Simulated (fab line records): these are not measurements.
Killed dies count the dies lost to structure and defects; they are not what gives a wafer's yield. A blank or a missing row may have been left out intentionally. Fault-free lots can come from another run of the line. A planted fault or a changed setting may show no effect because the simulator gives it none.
8D (eight disciplines) problem report, filled in by code || flow gf180mcu || the parts of the form that need people (team, actions taken, sign-off) are left out

## 1. THE ISSUE
Across 6 wafers from 2 lots, MVSD_RS at GF_VT_IMPLANT_RS_MEAS_46 averages 467.6 ohm/sq, while fault-free wafers read 457.3 ohm/sq with a standard deviation of 1.2. Relative to the usual mean, that is a shift of +8.6 standard deviations.
The step: measures by four-point-probe.
First seen on wafer L462.3, day 12 01:10, on film-metro-01. The record holds 39 wafers of 13 lots with a number at this step. By rule, "out" or "out of limits" means more than 4 standard deviations away from the usual mean. The other wafers with a number count as sound.

## 2. WHAT IT IS, AND WHAT IT ISN'T
{"question": "which readings at this step", "is": "MVSD_RS", "is not": "-"}
{"question": "which lots", "is": "L462, L464", "is not": "L446, L447, L448, L450, L451, L452, L455, L456, L466, L468, L469"}
{"question": "which wafers of those lots", "is": "all that have a number", "is not": "-"}
{"question": "read on which gauges", "is": "film-metro-01", "is not": "film-metro-02, film-metro-03"}
{"question": "when", "is": "from day 12 01:10", "is not": "up to then (24 sound wafers); but 9 sound wafers of L466, L468, L469 came after"}

## 3. THE SUSPECTS, EACH WITH WHAT RULES IT OUT
Counting: a tool stays on the suspect list if, at a process step up to the reading, it processed all lots that are out and no sound lot following the first of them.
- the gauge at GF_VT_IMPLANT_RS_MEAS_46: ruled out. All the wafers that are out were read on film-metro-01, but those of them that GF_MVSD_IMPLANT_08 has rows for are out there too, on other tools.
- implanter-01 at GF_MVSD_IMPLANT_08: kept. It ran every lot that is out, first L462 (day 8 07:31), and no sound lot after that; its last sound lot up to then is L455 (day 6 15:01). Its own beam-energy-keV readings are out on those wafers.
Remaining after the count: implanter-01 at GF_MVSD_IMPLANT_08.

## 4. THE CAUSE (what the simulator had put in)
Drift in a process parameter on implanter-01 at GF_MVSD_IMPLANT_08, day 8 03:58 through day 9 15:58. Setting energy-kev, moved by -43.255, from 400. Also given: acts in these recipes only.
The count eliminated every tool but this one.

## 5. THE EFFECT CHAIN, in route order
One row per reading whose mean, taken over the struck wafers that have a number, lies over 3 standard deviations from the usual. Scope: only readings with a usual standard deviation given in the record; hours: median across lots of the time from each lot's start at the first step in this table that gives one to its start at this step; sigmas: change in usual standard deviations.
{"hours": 0, "step": "GF_MVSD_IMPLANT_08", "reading": "beam-energy-keV", "usual": 399.98, "on struck wafers": 356.74, "change": -43.24, "sigmas": "-99 or more"}
{"hours": 91, "step": "GF_VT_IMPLANT_RS_MEAS_46", "reading": "MVSD_RS", "usual": "457.3 ohm/sq", "on struck wafers": 467.6, "change": "+10.3", "sigmas": "+8.6"}
Here are the process steps it includes:
- GF_MVSD_IMPLANT_08
Later measuring or inspecting steps at which every struck wafer that the step has a row for has a number for every such reading, and none has moved that far: GF_VT_IMPLANT_RS_MEAS_47.

## 6. HOW IT WOULD HAVE BEEN CAUGHT EARLIER
In this record the first reading out of limits at a measuring or inspecting step was taken at day 12 01:10, 93 hours after the fault began at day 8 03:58.
At GF_MVSD_IMPLANT_08, the tool's own readings (beam-energy-keV) were out on each struck wafer the step has a row for, so an alarm limit on them would have fired on the first such wafer.
Lots out: 2; all had begun GF_MVSD_IMPLANT_08 on implanter-01 by day 12 01:10. A hold on the tool at that time would have spared none of them.
